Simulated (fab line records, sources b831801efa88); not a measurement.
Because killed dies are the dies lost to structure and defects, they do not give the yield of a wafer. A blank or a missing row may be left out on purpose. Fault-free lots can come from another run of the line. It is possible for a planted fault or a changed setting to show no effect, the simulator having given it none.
What tool caused it? / flow sky130 / 14 lots, 42 wafers sampled, at 5 steps of a route of 708

## WHAT EACH GAUGE READ, for each wafer
SKY_CONTACT_BOW_MEAS_05. Usual: CONTACT_BOW gives 83 um (standard deviation 6.8).
lot=L407; measured=day 30 07:15; on=film metro-03; CONTACT_BOW (um)=86 79 85; flag=
lot=L408; measured=day 30 10:46; on=film metro-04; CONTACT_BOW (um)=78 83 78; flag=
lot=L414; measured=day 32 19:23; on=film metro-02; CONTACT_BOW (um)=76 77 71; flag=
lot=L415; measured=day 33 04:17; on=film metro-02; CONTACT_BOW (um)=93 93 82; flag=
lot=L416; measured=day 34 13:39; on=film metro-03; CONTACT_BOW (um)=82 77 105; flag=
lot=L417; measured=day 34 14:44; on=film metro-04; CONTACT_BOW (um)=83 84 80; flag=
lot=L419; measured=day 34 17:08; on=film metro-03; CONTACT_BOW (um)=83 90 91; flag=
lot=L420; measured=day 34 19:43; on=film metro-03; CONTACT_BOW (um)=86 92 84; flag=
lot=L422; measured=day 35 02:09; on=film metro-03; CONTACT_BOW (um)=86 74 85; flag=
lot=L423; measured=day 35 12:44; on=film metro-02; CONTACT_BOW (um)=68 87 85; flag=
lot=L427; measured=day 36 13:33; on=film metro-04; CONTACT_BOW (um)=79 89 84; flag=
lot=L426; measured=day 36 17:44; on=film metro-03; CONTACT_BOW (um)=74 78 81; flag=
lot=L428; measured=day 36 19:20; on=film metro-03; CONTACT_BOW (um)=86 81 87; flag=
lot=L429; measured=day 37 10:19; on=film metro-02; CONTACT_BOW (um)=80 82 68; flag=

SKY_VIA1_THK_MEAS_01. Usual: VIA1_HDPCVD_THK gives 1031 nm (standard deviation 11).
lot=L407; measured=day 32 18:15; on=film metro-04; VIA1_HDPCVD_THK (nm)=1027 1031 1035; flag=
lot=L408; measured=day 32 19:59; on=film metro-04; VIA1_HDPCVD_THK (nm)=1031 1051 1021; flag=
lot=L414; measured=day 35 05:02; on=film metro-03; VIA1_HDPCVD_THK (nm)=1031 1021 1027; flag=
lot=L415; measured=day 35 12:13; on=film metro-01; VIA1_HDPCVD_THK (nm)=1030 1039 1008; flag=
lot=L416; measured=day 36 21:14; on=film metro-03; VIA1_HDPCVD_THK (nm)=1017 1021 1030; flag=
lot=L417; measured=day 36 21:35; on=film metro-04; VIA1_HDPCVD_THK (nm)=1054 1037 1037; flag=
lot=L419; measured=day 37 00:19; on=film metro-03; VIA1_HDPCVD_THK (nm)=1014 1021 1027; flag=
lot=L420; measured=day 37 03:10; on=film metro-04; VIA1_HDPCVD_THK (nm)=1031 1021 1028; flag=
lot=L422; measured=day 37 09:16; on=film metro-04; VIA1_HDPCVD_THK (nm)=1022 1031 1034; flag=
lot=L423; measured=day 37 20:10; on=film metro-04; VIA1_HDPCVD_THK (nm)=1021 1032 1034; flag=
lot=L427; measured=day 38 20:24; on=film metro-03; VIA1_HDPCVD_THK (nm)=1511 1514 1510; flag=OFF
lot=L426; measured=day 39 00:34; on=film metro-03; VIA1_HDPCVD_THK (nm)=1511 1511 1514; flag=OFF
lot=L428; measured=day 39 01:27; on=film metro-04; VIA1_HDPCVD_THK (nm)=1025 1026 1020; flag=
lot=L429; measured=day 39 14:36; on=film metro-04; VIA1_HDPCVD_THK (nm)=1486 1506 1501; flag=OFF

SKY_VIA1_RS_MEAS_22: measurement is done with a four-point probe. Usual: VIA1_W_RS gives 0.425 ohm/sq (standard deviation 0.0079).
lot=L407; measured=day 33 23:10; on=film metro-03; VIA1_W_RS (ohm/sq)=0.429 0.428 0.430; flag=
lot=L408; measured=day 34 01:08; on=film metro-01; VIA1_W_RS (ohm/sq)=0.429 0.424 0.428; flag=
lot=L414; measured=day 36 09:40; on=film metro-04; VIA1_W_RS (ohm/sq)=0.428 0.417 0.433; flag=
lot=L415; measured=day 36 15:37; on=film metro-01; VIA1_W_RS (ohm/sq)=0.418 0.420 0.423; flag=
lot=L416; measured=day 38 01:31; on=film metro-04; VIA1_W_RS (ohm/sq)=0.422 0.413 0.420; flag=
lot=L417; measured=day 38 01:52; on=film metro-03; VIA1_W_RS (ohm/sq)=0.435 0.435 0.419; flag=
lot=L419; measured=day 38 03:45; on=film metro-03; VIA1_W_RS (ohm/sq)=0.425 0.415 0.416; flag=
lot=L420; measured=day 38 07:03; on=film metro-04; VIA1_W_RS (ohm/sq)=0.411 0.413 0.414; flag=
lot=L422; measured=day 38 11:48; on=film metro-03; VIA1_W_RS (ohm/sq)=0.423 0.419 0.415; flag=
lot=L423; measured=day 38 22:53; on=film metro-01; VIA1_W_RS (ohm/sq)=0.440 0.423 0.421; flag=
lot=L427; measured=day 39 22:45; on=film metro-04; VIA1_W_RS (ohm/sq)=0.435 0.432 0.426; flag=
lot=L426; measured=day 40 02:19; on=film metro-03; VIA1_W_RS (ohm/sq)=0.420 0.425 0.428; flag=
lot=L428; measured=day 40 03:19; on=film metro-04; VIA1_W_RS (ohm/sq)=0.427 0.442 0.430; flag=
lot=L429; measured=day 40 15:48; on=film metro-04; VIA1_W_RS (ohm/sq)=0.426 0.425 0.419; flag=

## WHICH TOOL RAN EACH LOT (tool, then ch and the chambers of the sampled wafers, then the start)
lot=L407; SKY_VIA1_HDPCVD_00=hdpcvd-01 ch 0,2, day 32 18:07; SKY_VIA1_SOFTBAKE_08=litho track-01 ch 0, day 33 23:10 or earlier
lot=L408; SKY_VIA1_HDPCVD_00=hdpcvd-01 ch 0,1,2, day 32 19:51; SKY_VIA1_SOFTBAKE_08=litho track-04 ch 0, day 34 01:08 or earlier
lot=L414; SKY_VIA1_HDPCVD_00=hdpcvd-02 ch 0,1, day 35 04:55; SKY_VIA1_SOFTBAKE_08=litho track-01 ch 0, day 36 09:40 or earlier
lot=L415; SKY_VIA1_HDPCVD_00=hdpcvd-02 ch 0,1,2, day 35 12:06; SKY_VIA1_SOFTBAKE_08=litho track-02 ch 0, day 36 15:37 or earlier
lot=L416; SKY_VIA1_HDPCVD_00=hdpcvd-01 ch 0,1,2, day 36 21:09; SKY_VIA1_SOFTBAKE_08=litho track-02 ch 0, day 38 01:31 or earlier
lot=L417; SKY_VIA1_HDPCVD_00=hdpcvd-02 ch 0,1,2, day 36 21:30; SKY_VIA1_SOFTBAKE_08=litho track-04 ch 0, day 38 01:52 or earlier
lot=L419; SKY_VIA1_HDPCVD_00=hdpcvd-01 ch 1,2, day 37 00:11; SKY_VIA1_SOFTBAKE_08=litho track-04 ch 0, day 38 03:45 or earlier
lot=L420; SKY_VIA1_HDPCVD_00=hdpcvd-01 ch 1,2, day 37 03:03; SKY_VIA1_SOFTBAKE_08=litho track-01 ch 0, day 38 07:03 or earlier
lot=L422; SKY_VIA1_HDPCVD_00=hdpcvd-01 ch 0,2, day 37 09:08; SKY_VIA1_SOFTBAKE_08=litho track-01 ch 0, day 38 11:48 or earlier
lot=L423; SKY_VIA1_HDPCVD_00=hdpcvd-02 ch 0,2, day 37 20:03; SKY_VIA1_SOFTBAKE_08=litho track-01 ch 0, day 38 22:53 or earlier
lot=L427; SKY_VIA1_HDPCVD_00=hdpcvd-01 ch 0,1, day 38 20:16; SKY_VIA1_SOFTBAKE_08=litho track-04 ch 0, day 39 22:45 or earlier
lot=L426; SKY_VIA1_HDPCVD_00=hdpcvd-01 ch 1,2, day 39 00:26; SKY_VIA1_SOFTBAKE_08=litho track-02 ch 0, day 40 02:19 or earlier
lot=L428; SKY_VIA1_HDPCVD_00=hdpcvd-02 ch 0,1,2, day 39 01:20; SKY_VIA1_SOFTBAKE_08=litho track-04 ch 0, day 40 03:19 or earlier
lot=L429; SKY_VIA1_HDPCVD_00=hdpcvd-01 ch 0,2, day 39 14:29; SKY_VIA1_SOFTBAKE_08=litho track-04 ch 0, day 40 15:48 or earlier
- SKY_VIA1_HDPCVD_00: deposits SiO2, target thk 1030 nm, time 171.7 s.
- SKY_VIA1_SOFTBAKE_08: time 93.25 s.

## AS READ BY THE TOOLS THEMSELVES (means over the sampled wafers that have a number; for cases with no such wafer, the mark the record gives instead)
SKY_VIA1_SOFTBAKE_08. Usual: plate sensor t centre C 100.88 C, standard deviation 0.01; plate sensor t edge C 100.95 C, standard deviation 0.011.
lot=L407; tool=litho track-01; plate sensor t centre C (C)=100.89; plate sensor t edge C (C)=100.96; flag=
lot=L408; tool=litho track-04; plate sensor t centre C (C)=100.88; plate sensor t edge C (C)=100.95; flag=
lot=L414; tool=litho track-01; plate sensor t centre C (C)=100.89; plate sensor t edge C (C)=100.96; flag=
lot=L415; tool=litho track-02; plate sensor t centre C (C)=100.87; plate sensor t edge C (C)=100.95; flag=
lot=L416; tool=litho track-02; plate sensor t centre C (C)=100.87; plate sensor t edge C (C)=100.95; flag=
lot=L417; tool=litho track-04; plate sensor t centre C (C)=100.88; plate sensor t edge C (C)=100.96; flag=
lot=L419; tool=litho track-04; plate sensor t centre C (C)=100.88; plate sensor t edge C (C)=100.96; flag=
lot=L420; tool=litho track-01; plate sensor t centre C (C)=100.89; plate sensor t edge C (C)=100.95; flag=
lot=L422; tool=litho track-01; plate sensor t centre C (C)=100.88; plate sensor t edge C (C)=100.96; flag=
lot=L423; tool=litho track-01; plate sensor t centre C (C)=100.88; plate sensor t edge C (C)=100.95; flag=
lot=L427; tool=litho track-04; plate sensor t centre C (C)=100.88; plate sensor t edge C (C)=100.95; flag=
lot=L426; tool=litho track-02; plate sensor t centre C (C)=100.88; plate sensor t edge C (C)=100.96; flag=
lot=L428; tool=litho track-04; plate sensor t centre C (C)=100.89; plate sensor t edge C (C)=100.96; flag=
lot=L429; tool=litho track-04; plate sensor t centre C (C)=100.89; plate sensor t edge C (C)=100.96; flag=

## THE ANSWER, worked out from the rows above alone
Rule: lot off if the mean of its wafers having a number is beyond 3 standard deviations from the usual mean. Also off: a lot with no number at a reading for which 4 or more lots have one. All remaining lots with rows at the step are treated as sound. Order of review: gauges by route order, followed by the tools' own readings, for which a lot's mean as printed above is used. At the first step where some lot is off, the reading lying furthest off is the one used; lots without a number count as furthest.
Off: L427, L426, L429, at SKY_VIA1_THK_MEAS_01 (VIA1_HDPCVD_THK).
A tool fits if, at a process step before that reading, it ran every lot that is off, and no sound lot after the first of them. Gauges at SKY_VIA1_THK_MEAS_01: tried the same way as those tools. One candidate fits, namely hdpcvd-01 at SKY_VIA1_HDPCVD_00. Its last sound lot is L422 (day 37 09:08), its first lot that is off L427 (day 38 20:16): a fault that began between those two fits.

## WHAT WAS PUT IN BY THE SIMULATOR
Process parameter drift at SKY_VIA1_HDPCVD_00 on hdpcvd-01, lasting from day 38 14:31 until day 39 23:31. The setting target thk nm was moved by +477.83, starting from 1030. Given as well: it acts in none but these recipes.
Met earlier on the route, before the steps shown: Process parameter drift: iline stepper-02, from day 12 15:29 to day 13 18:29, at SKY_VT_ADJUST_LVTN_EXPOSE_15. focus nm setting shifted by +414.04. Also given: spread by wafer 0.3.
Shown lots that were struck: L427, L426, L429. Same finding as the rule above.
